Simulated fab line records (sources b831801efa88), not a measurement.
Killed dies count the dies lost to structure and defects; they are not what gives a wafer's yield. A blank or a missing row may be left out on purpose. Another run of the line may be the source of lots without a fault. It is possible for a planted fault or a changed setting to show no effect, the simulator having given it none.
Split-lot experiment | flow sfq-line | 5 lots, 23 wafers read, on a route of 325 steps

## THE SPLIT
At SFQ_TRILAYER_I1_VIA_LITHO_COAT_049 (resist thk 650 nm), the setting resist-thk-nm was moved away from the recipe's 650 nm on 4 of the 23 wafers read, by -4.5% to +4.2%. This setting was run at the recipe's value on the other wafers.

## FROM THE SPLIT TO THE READING: what the file shows between them, 4 steps
- SFQ_TRILAYER_I1_VIA_LITHO_SOFTBAKE_053
- SFQ_TRILAYER_I1_VIA_LITHO_EXPOSE_050: exposes mask I1, target cd 500 nm
- SFQ_TRILAYER_I1_VIA_LITHO_DEVELOP_051: time 60 s
- SFQ_TRILAYER_I1_VIA_BARC_OPEN_VIA_ETCH_071: etches BARC in O2, target depth 125 nm, time 41.7 s

## THE READING
KrF_of_TRILAYER_I1_VIA_LITHO_COAT_049.thk-nm (the simulator's own value, which no gauge read), in nm, at SFQ_TRILAYER_I1_VIA_ETCH_VIA_ETCH_052 (etches SiO2 in CHF3, stops on Nb, target depth 260 nm). No usual value for it is given in the file. The 19 wafers here that ran the recipe average 529.4 nm, standard deviation 2 nm.

wafer  | tool, chamber at the split | resist-thk-nm as run, nm | against the recipe | KrF_of_TRILAYER_I1_VIA_LITHO_COAT_049.thk-nm, nm | against lot-mates on the recipe
L075.2 | litho-track-03, 0          | 650                      | recipe             | 529                                              | -
L075.5 | litho-track-03, 0          | 650                      | recipe             | 532.7                                            | -
L075.6 | litho-track-03, 0          | 650                      | recipe             | 528.8                                            | -
L078.1 | litho-track-02, 0          | 650                      | recipe             | 524.8                                            | -
L078.2 | litho-track-02, 0          | 650                      | recipe             | 529.1                                            | -
L078.3 | litho-track-02, 0          | 620.9                    | -4.5%              | 496.8                                            | -30.3
L078.4 | litho-track-02, 0          | 620.9                    | -4.5%              | 495.1                                            | -32.0
L078.5 | litho-track-02, 0          | 650                      | recipe             | 527.4                                            | -
L081.1 | litho-track-02, 0          | 650                      | recipe             | 526.9                                            | -
L081.2 | litho-track-02, 0          | 650                      | recipe             | 527.6                                            | -
L081.3 | litho-track-02, 0          | 650                      | recipe             | 531.7                                            | -
L081.4 | litho-track-02, 0          | 650                      | recipe             | 530.2                                            | -
L081.5 | litho-track-02, 0          | 650                      | recipe             | 529.2                                            | -
L083.2 | litho-track-03, 0          | 650                      | recipe             | 528.2                                            | -
L083.3 | litho-track-03, 0          | 677.6                    | +4.2%              | 555.7                                            | +27.1
L083.4 | litho-track-03, 0          | 650                      | recipe             | 527.8                                            | -
L083.5 | litho-track-03, 0          | 677.6                    | +4.2%              | 560.3                                            | +31.7
L083.6 | litho-track-03, 0          | 650                      | recipe             | 529.7                                            | -
L085.1 | litho-track-02, 0          | 650                      | recipe             | 531.9                                            | -
L085.2 | litho-track-02, 0          | 650                      | recipe             | 530.1                                            | -
L085.3 | litho-track-02, 0          | 650                      | recipe             | 532.4                                            | -
L085.5 | litho-track-02, 0          | 650                      | recipe             | 530.2                                            | -
L085.6 | litho-track-02, 0          | 650                      | recipe             | 530.9                                            | -

THE FIT
A straight line over all 23 wafers: KrF_of_TRILAYER_I1_VIA_LITHO_COAT_049.thk-nm changes by +7.12 nm for each +1% of resist-thk-nm; r = +0.99; the points scatter about the line by 2.1 nm.
The same after taking each lot's own level away (the mean of its wafers on the recipe; 23 wafers): +6.95 nm for each +1%; r = +0.99; scatter 1.6 nm.
The reading moves by 31 nm for the largest change in resist-thk-nm, on that fit.
Measured against the standard deviation above, the lots' own levels, which go from 527.10 to 531.10 nm, span 2.0 times it.
The two slopes agree, so the slope changes little with the lot-to-lot level.
Check: -31.5 nm against its lot-mates is what the line predicts for one of the wafers moved furthest among these (-4.5%) when that wafer is left out of the fit. It came out at -30.3 nm against them.

## THE OTHER SPLITS THESE WAFERS WENT THROUGH
These wafers also went through other splits before the reading. Each is held against what the fit with the lots' levels taken away leaves over:
other split on the same wafers                      | wafers away from the commonest value | r with KrF_of_TRILAYER_I1_VIA_LITHO_COAT_049.thk-nm (lot level and that fit taken away)
SFQ_TRILAYER_L0_LITHO_COAT_005 resist-thk-nm        | 11                                   | -0.04
SFQ_TRILAYER_L0_ETCH_METAL_ETCH_008 time-s          | 10                                   | +0.02
SFQ_TRILAYER_L0_VIA_LITHO_COAT_013 resist-thk-nm    | 10                                   | -0.01
SFQ_TRILAYER_M0_LITHO_PEB_024 peb-temp-c            | 8                                    | -0.17
SFQ_TRILAYER_I0_VIA_LITHO_PEB_034 peb-temp-c        | 5                                    | -0.23
SFQ_TRILAYER_I0_VIA_BARC_OPEN_VIA_ETCH_046 source-w | 5                                    | +0.21
SFQ_TRILAYER_I1_CMP_CMP_046 leave-above-ref-nm      | 10                                   | +0.04

## THE WHOLE CHAIN: every reading that the file lists as answering this split, in the file's order
step                                       | what it does                                          | reading                                                                                       | change (the file's fit)              | r (the file's)
SFQ_TRILAYER_I1_VIA_LITHO_COAT_049         | resist thk 650 nm                                     | KrF_of_TRILAYER_I1_VIA_LITHO_COAT_049.thk-nm (the simulator's own value, which no gauge read) | +6.63 nm for each +1% of the setting | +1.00
SFQ_TRILAYER_I1_VIA_BARC_OPEN_VIA_ETCH_071 | etches BARC in O2, target depth 125 nm, time 41.7 s   | KrF_of_TRILAYER_I1_VIA_LITHO_COAT_049.thk-nm (the simulator's own value, which no gauge read) | +6.84 nm for each +1% of the setting | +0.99
SFQ_TRILAYER_I1_VIA_ETCH_VIA_ETCH_052      | etches SiO2 in CHF3, stops on Nb, target depth 260 nm | KrF_of_TRILAYER_I1_VIA_LITHO_COAT_049.thk-nm (the simulator's own value, which no gauge read) | +6.95 nm for each +1% of the setting | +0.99

## THE FILE'S OWN FIT
KrF_of_TRILAYER_I1_VIA_LITHO_COAT_049.thk-nm changes by +6.95 nm for each +1% of resist-thk-nm, r = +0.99.
